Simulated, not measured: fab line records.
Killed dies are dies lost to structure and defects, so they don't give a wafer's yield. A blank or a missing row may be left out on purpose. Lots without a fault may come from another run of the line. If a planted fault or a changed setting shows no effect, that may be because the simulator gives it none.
A struck lot beside a sound one	flow sky130	30 steps out of a route of 708
Sound: wafers L706.1, L706.3, L706.6. Wafers L722.3, L722.4, L722.6 were the ones struck. At the end, the cause is stated.
Order at every step that has rows: each side's tool, ch and its chambers, its first start. Under that, the readings that differ: sound wafers	struck wafers	difference of the means	sigmas: that difference in standard deviations of wafers without a fault.
alike: readings whose means differ by less than 2 such deviations, and words and numbers that are the same on both sides. not compared: withheld readings, readings that some wafer has no value for, bounds like >300 that may hide the same value, and numbers for which the record gives no deviation and whose values overlap.
The two part at a step that has a row with sigmas, a row that says differs or no value, or rows on one side only. Numbers that don't overlap but have no deviation are shown without sigmas and don't part them. A reading that every wafer of one side lacks parts them only if that side has two wafers or more.

first, 5 steps without rows for these wafers: SKY_SONOS_ONO_COAT_08 (resist thk 1140 nm); SKY_SONOS_ONO_SOFTBAKE_09 (time 60 s); SKY_SONOS_ONO_EXPOSE_10 (exposes mask ONOM, target cd 410 nm); SKY_SONOS_ONO_PEB_11; SKY_SONOS_ONO_DEVELOP_12 (develop time 60 s).
SKY_SONOS_ONO_CD_MEAS_13: the cd target is 410 nm.
  sound on cd sem-02 at day 12 13:15; struck on cd sem-02 at day 17 18:26
  alike: cd nm
SKY_SONOS_ONO_OVL_MEAS_14:
  sound on overlay-02 at day 12 13:22; struck on overlay-02 at day 17 18:32
  alike: SONOS_ONO_OVL
SKY_SONOS_ONO_ETCH_15: etches the open film in CHF3/O2, target depth 19.52 nm, time 7.8 s.
  sound on rie diel-02 ch 1,2,3, day 12 13:25; struck on rie diel-02 ch 0,2,3, day 17 18:34
  alike: drypump motor current A, oes product au, throttle valve pct
  not compared: rf hours counter h
then, 1 step without rows for these wafers: SKY_SONOS_ONO_WET_ETCH_16 (etches SiO2 in dHF, target depth 14 nm, time 280 s).
SKY_SONOS_ONO_STRIP_17: strips in O2/N2.
  sound on plasma asher-03 ch 1, day 12 13:31; struck on plasma asher-01 ch 0,1, day 17 18:42
  alike: drypump motor current A, oes product au, strip time to endpoint s
  not compared: rf hours counter h
then, 2 steps without rows for these wafers: SKY_SONOS_ONO_WET_ETCH_18 (etches Si3N4 in H3PO4, target depth 15 nm, time 172 s); SKY_GATE_OXIDE_CLEAN_00 (cleans in SC1/SC2, time 150 s).
SKY_GATE_OXIDE_OXIDATION_01: stabilise 600 s, purge 300 s, target thk 10.268 nm.
  sound on furnace-02 ch 0, day 12 13:43; struck on furnace-02 ch 0, day 17 18:52
reading	sound	struck	difference	sigmas
spike tc centre C (C)	901.8 900.2 899.3	920.5 921.3 920.5	+20.3	+17
spike tc lower C (C)	903.1 901.4 902.3	898.9 898.5 900.0	-3.1	-4
spike tc upper C (C)	900.9 899.3 899.9	897.1 897.2 897.8	-2.7	-2
zone power centre pct (%)	22.2 22.6 22.8	31.5 31.7 31.2	+8.9	+8
zone power upper pct (%)	20.1 20.2 20.2	15.6 15.5 15.8	-4.5	-11
model.SiO2_of_GATE_OXIDE_OXIDATION_01.thk nm (nm)	10.15 10.07 9.938	11.31 11.13 11.31	+1.20	
SKY_GATE_OXIDE_THK_MEAS_02:
  sound on film metro-02 at day 12 15:08; struck on film metro-01 at day 17 20:18
reading	sound	struck	difference	sigmas
GATE_OXIDE_OXIDATION_00_THK (nm)	10.16 10.08 9.89	11.35 11.16 11.30	+1.23	+6
then, 7 steps without rows for these wafers: SKY_GATE_OXIDE_DEHYDRATE_03 (time 60 s); SKY_GATE_OXIDE_HMDS_04 (prime time 60 s); SKY_GATE_OXIDE_COAT_05 (resist thk 1140 nm); SKY_GATE_OXIDE_SOFTBAKE_06 (time 60 s); SKY_GATE_OXIDE_EXPOSE_07 (exposes mask LVOM, target cd 600 nm); SKY_GATE_OXIDE_PEB_08; SKY_GATE_OXIDE_DEVELOP_09 (develop time 60 s).
SKY_GATE_OXIDE_OVL_MEAS_10:
  sound on overlay-02 at day 13 15:46; struck on overlay-02 at day 19 02:49
reading	sound	struck	difference	sigmas
GATE_OXIDE_OVL (nm)	-3.3 -2.1 -2.3	0.9 1.9 1.9	+4.1	+3
then, 2 steps without rows for these wafers: SKY_GATE_OXIDE_IMPLANT_11; SKY_GATE_OXIDE_WET_ETCH_12 (etches SiO2 in dHF, target depth 16.8 nm, time 336 s).
SKY_GATE_OXIDE_STRIP_13: strips in O2/N2.
  sound on plasma asher-01 ch 0,1, day 13 16:03; struck on plasma asher-01 ch 0,1, day 19 03:13
  alike: drypump motor current A, oes product au, strip time to endpoint s
  not compared: rf hours counter h
SKY_GATE_OXIDE_TW_MEAS_14:
  sound on film metro-02 at day 13 16:09; struck on film metro-02 at day 19 03:19
  alike: GATE_OXIDE_TW
then, 1 step without rows for these wafers: SKY_GATE_OXIDE_CLEAN_15 (cleans in SC1/SC2, time 150 s).
SKY_GATE_OXIDE_OXIDATION_16: stabilise 600 s, purge 300 s, target thk 3.57 nm.
  sound on furnace-01 ch 0, day 13 16:16; struck on furnace-02 ch 0, day 19 03:46
reading	sound	struck	difference	sigmas
model.SiO2_of_GATE_OXIDE_OXIDATION_01.thk nm (nm)	11.48 11.41 11.28	12.57 12.38 12.56	+1.11	
  alike: spike tc centre C, spike tc lower C, spike tc upper C, zone power centre pct, zone power upper pct
then, 1 step without rows for these wafers: SKY_POLY_GATE_CVD_00 (deposits poly-Si, target thk 180 nm, time 720 s).
-- the record jumps here: 30 days lie between the struck wafers' starts before and after (it left off in module POLY_GATE and takes up again in module PAD_OPEN, whose first step shown is number 708 of the route) --
SKY_PAD_OPEN_PROBE_99:
  sound on prober-01 at day 45 22:15; struck on prober-01 at day 49 13:36
reading	sound	struck	difference	sigmas
killed_at_M4_up	3 2 0	4 6 6	+4	+2
model.etest.nfet_16v.r on ohm um	1.385e+04 1.387e+04 1.385e+04	1.451e+04 1.432e+04 1.449e+04	+5.833e+02	
model.etest.tip sonos.rs ohm sq	2546 2528 2492	2994 2925 2944	+432	
model.etest.pfet g5v0d10v5.r on ohm um	4687 4702 4689	4972 4929 4928	+250	
model.etest.nfet g5v0d10v5.r on ohm um	1856 1864 1865	1960 1926 1942	+81	
model.etest.nfet g5v0d10v5.drive ua um	613.5 612.7 620	560 569.3 559.2	-53	
model.etest.nfet_05v0_nvt.drive ua um	582.8 584.4 586.9	536.2 546.1 535	-45.6	
model.etest.pfet g5v0d10v5.drive ua um	348.3 346.9 348.5	317.6 323.4 322	-26.9	
model.etest.nfet_16v.drive ua um	224.5 225.8 228.2	206.5 208.9 207.3	-18.6	
  alike: killed_at_M0_to_M3, killed at contacts, killed at front end, killed at other, killed dies, killed open, killed short

## WHERE THEY PART
First at SKY_GATE_OXIDE_OXIDATION_01; last, within this record, at SKY_PAD_OPEN_PROBE_99.

WHY: the cause the simulator had injected
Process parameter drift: furnace-02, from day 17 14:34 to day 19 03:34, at SKY_GATE_OXIDE_OXIDATION_01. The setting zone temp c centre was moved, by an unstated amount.
